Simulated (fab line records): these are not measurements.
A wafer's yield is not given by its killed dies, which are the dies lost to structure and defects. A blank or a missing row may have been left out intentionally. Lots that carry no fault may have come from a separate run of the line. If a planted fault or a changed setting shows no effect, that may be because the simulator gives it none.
Which tool was responsible? / flow sky130 / 12 lots with 36 wafers sampled at 5 steps, on a route of 708 steps

== WHAT THE GAUGES SHOWED, per wafer ==
SKY_VT_ADJUST_LVTN_OVL_MEAS_18.
lot=L123; measured=day 7 12:08; on=overlay-02; VT_ADJUST_LVTN_01_OVL (nm)=1.7 0.1 0.4
lot=L124; measured=day 8 02:46; on=overlay-01; VT_ADJUST_LVTN_01_OVL (nm)=-0.9 0.4 -1.2
lot=L126; measured=day 8 17:08; on=overlay-02; VT_ADJUST_LVTN_01_OVL (nm)=-2.0 0.4 -1.5
lot=L127; measured=day 9 01:29; on=overlay-02; VT_ADJUST_LVTN_01_OVL (nm)=0.1 -0.9 -1.5
lot=L129; measured=day 9 13:26; on=overlay-01; VT_ADJUST_LVTN_01_OVL (nm)=-1.2 0.8 0.7
lot=L131; measured=day 9 23:16; on=overlay-01; VT_ADJUST_LVTN_01_OVL (nm)=-0.6 0.0 -0.9
lot=L136; measured=day 11 15:42; on=overlay-02; VT_ADJUST_LVTN_01_OVL (nm)=-0.8 -0.3 -0.9
lot=L140; measured=day 12 15:14; on=overlay-02; VT_ADJUST_LVTN_01_OVL (nm)=-3.3 -0.3 -1.6
lot=L141; measured=day 12 22:42; on=overlay-01; VT_ADJUST_LVTN_01_OVL (nm)=0.1 1.1 -0.6
lot=L143; measured=day 13 07:29; on=overlay-02; VT_ADJUST_LVTN_01_OVL (nm)=-1.9 -0.6 -1.5
lot=L144; measured=day 13 13:51; on=overlay-02; VT_ADJUST_LVTN_01_OVL (nm)=1.1 0.2 0.6
lot=L146; measured=day 14 04:49; on=overlay-02; VT_ADJUST_LVTN_01_OVL (nm)=1.8 -0.4 0.0

SKY_SONOS_TUNNEL_TW_MEAS_12.
lot=L123; measured=day 11 03:10; on=filmMetro-03; SONOS_TUNNEL_TW=198.9 197.6 197.7
lot=L124; measured=day 11 18:14; on=filmMetro-04; SONOS_TUNNEL_TW=201.5 200.4 200.5
lot=L126; measured=day 12 12:43; on=filmMetro-02; SONOS_TUNNEL_TW=193.3 193.4 193.6
lot=L127; measured=day 12 21:13; on=filmMetro-02; SONOS_TUNNEL_TW=193.0 194.1 193.2
lot=L129; measured=day 13 12:49; on=filmMetro-04; SONOS_TUNNEL_TW=201.6 200.2 201.0
lot=L131; measured=day 14 00:24; on=filmMetro-03; SONOS_TUNNEL_TW=199.2 198.0 199.7
lot=L136; measured=day 15 22:57; on=filmMetro-03; SONOS_TUNNEL_TW=179.1 179.2 178.9
lot=L140; measured=day 17 02:40; on=filmMetro-02; SONOS_TUNNEL_TW=176.3 175.5 176.0
lot=L141; measured=day 17 12:20; on=filmMetro-02; SONOS_TUNNEL_TW=195.2 194.7 196.0
lot=L143; measured=day 17 20:14; on=filmMetro-02; SONOS_TUNNEL_TW=195.0 195.9 196.1
lot=L144; measured=day 18 05:55; on=filmMetro-02; SONOS_TUNNEL_TW=192.7 195.3 193.3
lot=L146; measured=day 18 23:02; on=filmMetro-03; SONOS_TUNNEL_TW=198.5 197.8 197.7

SKY_SONOS_ONO_OVL_MEAS_14.
lot=L123; measured=day 12 06:44; on=overlay-01; SONOS_ONO_OVL (nm)=0.7 -0.5 1.6
lot=L124; measured=day 13 01:12; on=overlay-02; SONOS_ONO_OVL (nm)=3.5 1.9 0.5
lot=L126; measured=day 13 19:25; on=overlay-02; SONOS_ONO_OVL (nm)=0.6 -1.2 0.9
lot=L127; measured=day 14 05:23; on=overlay-01; SONOS_ONO_OVL (nm)=-0.5 -1.1 0.6
lot=L129; measured=day 14 20:30; on=overlay-02; SONOS_ONO_OVL (nm)=0.6 -0.8 -0.9
lot=L131; measured=day 15 08:04; on=overlay-01; SONOS_ONO_OVL (nm)=0.8 3.0 3.2
lot=L136; measured=day 17 07:26; on=overlay-01; SONOS_ONO_OVL (nm)=0.6 0.9 1.9
lot=L140; measured=day 18 15:11; on=overlay-02; SONOS_ONO_OVL (nm)=-2.5 -1.1 -2.1
lot=L141; measured=day 19 00:01; on=overlay-02; SONOS_ONO_OVL (nm)=1.3 2.2 0.1
lot=L143; measured=day 19 06:38; on=overlay-01; SONOS_ONO_OVL (nm)=-1.2 -0.8 -2.1
lot=L144; measured=day 19 16:29; on=overlay-02; SONOS_ONO_OVL (nm)=-1.6 -1.3 -0.9
lot=L146; measured=day 20 12:37; on=overlay-01; SONOS_ONO_OVL (nm)=-0.8 -0.8 3.1

== EACH LOT AND THE TOOL THAT RAN IT (in order: tool; ch and the chambers of the sampled wafers; start) ==
lot=L123; SKY_VT_ADJUST_PCH_STRIP_09=plasmaAsher-01 ch 0,1, day 10 04:37; SKY_SONOS_TUNNEL_IMPLANT_09=implanter-03 ch 0, day 11 02:44
lot=L124; SKY_VT_ADJUST_PCH_STRIP_09=plasmaAsher-04 ch 0, day 10 18:34; SKY_SONOS_TUNNEL_IMPLANT_09=implanter-04 ch 0, day 11 17:49
lot=L126; SKY_VT_ADJUST_PCH_STRIP_09=plasmaAsher-02 ch 1, day 11 11:58; SKY_SONOS_TUNNEL_IMPLANT_09=implanter-04 ch 0, day 12 12:17
lot=L127; SKY_VT_ADJUST_PCH_STRIP_09=plasmaAsher-02 ch 0,1, day 11 21:08; SKY_SONOS_TUNNEL_IMPLANT_09=implanter-02 ch 0, day 12 20:50
lot=L129; SKY_VT_ADJUST_PCH_STRIP_09=plasmaAsher-01 ch 0,1, day 12 10:58; SKY_SONOS_TUNNEL_IMPLANT_09=implanter-04 ch 0, day 13 12:23
lot=L131; SKY_VT_ADJUST_PCH_STRIP_09=plasmaAsher-02 ch 0,1, day 12 21:46; SKY_SONOS_TUNNEL_IMPLANT_09=implanter-02 ch 0, day 13 23:59
lot=L136; SKY_VT_ADJUST_PCH_STRIP_09=plasmaAsher-01 ch 0,1, day 14 19:28; SKY_SONOS_TUNNEL_IMPLANT_09=implanter-02 ch 0, day 15 22:32
lot=L140; SKY_VT_ADJUST_PCH_STRIP_09=plasmaAsher-04 ch 0,1, day 15 21:37; SKY_SONOS_TUNNEL_IMPLANT_09=implanter-02 ch 0, day 17 02:16
lot=L141; SKY_VT_ADJUST_PCH_STRIP_09=plasmaAsher-01 ch 0,1, day 16 07:25; SKY_SONOS_TUNNEL_IMPLANT_09=implanter-03 ch 0, day 17 11:58
lot=L143; SKY_VT_ADJUST_PCH_STRIP_09=plasmaAsher-02 ch 0,1, day 16 15:25; SKY_SONOS_TUNNEL_IMPLANT_09=implanter-04 ch 0, day 17 19:47
lot=L144; SKY_VT_ADJUST_PCH_STRIP_09=plasmaAsher-01 ch 0,1, day 17 00:10; SKY_SONOS_TUNNEL_IMPLANT_09=implanter-03 ch 0, day 18 05:32
lot=L146; SKY_VT_ADJUST_PCH_STRIP_09=plasmaAsher-04 ch 0,1, day 17 16:10; SKY_SONOS_TUNNEL_IMPLANT_09=implanter-03 ch 0, day 18 22:38
- SKY_VT_ADJUST_PCH_STRIP_09: strips in O2/N2.
- SKY_SONOS_TUNNEL_IMPLANT_09

== WHAT THE TOOLS THEMSELVES READ (means of the sampled wafers that have a number; where no wafer has one, the mark that the record gives instead) ==
SKY_VT_ADJUST_PCH_STRIP_09.
lot=L123; tool=plasmaAsher-01; drypumpMotorCurrentA (A)=5.7; oesProductAu (a.u.)=0.721; stripTimeToEndpointS (s)=37.45
lot=L124; tool=plasmaAsher-04; drypumpMotorCurrentA (A)=6.0; oesProductAu (a.u.)=0.723; stripTimeToEndpointS (s)=37.45
lot=L126; tool=plasmaAsher-02; drypumpMotorCurrentA (A)=5.3; oesProductAu (a.u.)=0.719; stripTimeToEndpointS (s)=37.25
lot=L127; tool=plasmaAsher-02; drypumpMotorCurrentA (A)=5.5; oesProductAu (a.u.)=0.723; stripTimeToEndpointS (s)=37.45
lot=L129; tool=plasmaAsher-01; drypumpMotorCurrentA (A)=5.6; oesProductAu (a.u.)=0.721; stripTimeToEndpointS (s)=37.27
lot=L131; tool=plasmaAsher-02; drypumpMotorCurrentA (A)=5.3; oesProductAu (a.u.)=0.727; stripTimeToEndpointS (s)=37.33
lot=L136; tool=plasmaAsher-01; drypumpMotorCurrentA (A)=5.6; oesProductAu (a.u.)=0.725; stripTimeToEndpointS (s)=37.23
lot=L140; tool=plasmaAsher-04; drypumpMotorCurrentA (A)=5.3; oesProductAu (a.u.)=0.717; stripTimeToEndpointS (s)=37.32
lot=L141; tool=plasmaAsher-01; drypumpMotorCurrentA (A)=5.7; oesProductAu (a.u.)=0.725; stripTimeToEndpointS (s)=37.44
lot=L143; tool=plasmaAsher-02; drypumpMotorCurrentA (A)=5.5; oesProductAu (a.u.)=0.719; stripTimeToEndpointS (s)=37.25
lot=L144; tool=plasmaAsher-01; drypumpMotorCurrentA (A)=5.6; oesProductAu (a.u.)=0.725; stripTimeToEndpointS (s)=37.20
lot=L146; tool=plasmaAsher-04; drypumpMotorCurrentA (A)=5.6; oesProductAu (a.u.)=0.720; stripTimeToEndpointS (s)=37.43

SKY_SONOS_TUNNEL_IMPLANT_09.
lot=L123 tool=implanter-03 doseIonsCm2=1.001e+12 faradayCurrentUA=5.52
lot=L124 tool=implanter-04 doseIonsCm2=9.992e+11 faradayCurrentUA=5.63
lot=L126 tool=implanter-04 doseIonsCm2=1.001e+12 faradayCurrentUA=5.68
lot=L127 tool=implanter-02 doseIonsCm2=1.001e+12 faradayCurrentUA=5.64
lot=L129 tool=implanter-04 doseIonsCm2=1.001e+12 faradayCurrentUA=5.67
lot=L131 tool=implanter-02 doseIonsCm2=9.997e+11 faradayCurrentUA=5.69
lot=L136 tool=implanter-02 doseIonsCm2=9.996e+11 faradayCurrentUA=5.64
lot=L140 tool=implanter-02 doseIonsCm2=9.992e+11 faradayCurrentUA=5.62
lot=L141 tool=implanter-03 doseIonsCm2=9.994e+11 faradayCurrentUA=5.66
lot=L143 tool=implanter-04 doseIonsCm2=9.997e+11 faradayCurrentUA=5.54
lot=L144 tool=implanter-03 doseIonsCm2=9.996e+11 faradayCurrentUA=5.65
lot=L146 tool=implanter-03 doseIonsCm2=1.001e+12 faradayCurrentUA=5.67

== THE ANSWER, worked out from the rows above alone ==
Rule: the lots themselves supply what counts as usual. The widest of any qualifying gaps counts: lots, ordered by their means at a reading, are off when they make up no more than a third of the lots, leave a main group of 4 or more, and stand apart from it by 3 or more times the standard deviation of that group's means. The tables above print the reading to a certain number of digits; a main group whose means all agree to those digits is not used. Also off: a lot with no number at a reading for which 4 or more lots have one. The other lots that the step has rows for count as sound. After the gauges, taken in route order, come the tools' own readings; for these a lot's mean is taken, as printed above. The first step at which some lot is off is used, and at that step the reading that is off furthest; a lot without a number counts as furthest.
Off: L136, L140, at SKY_SONOS_TUNNEL_TW_MEAS_12 (SONOS_TUNNEL_TW). The main group has a mean of 196.8 with a standard deviation of 2.8.
A tool fits if, at a process step before that reading, it ran every lot that is off, and no sound lot after the first of them. Those tools and the gauges at SKY_SONOS_TUNNEL_TW_MEAS_12 are tried in the same way. One fits: SKY_SONOS_TUNNEL_IMPLANT_09 on implanter-02. A fault onset in the window from L131 (day 13 23:59, its last sound lot) to L136 (day 15 22:32, its first lot off) fits.

== WHAT THE SIMULATOR PUT IN ==
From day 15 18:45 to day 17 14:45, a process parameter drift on implanter-02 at SKY_SONOS_TUNNEL_IMPLANT_09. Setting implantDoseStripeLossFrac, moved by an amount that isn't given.
Shown lots that were struck: L136, L140. Same finding as the rule above.
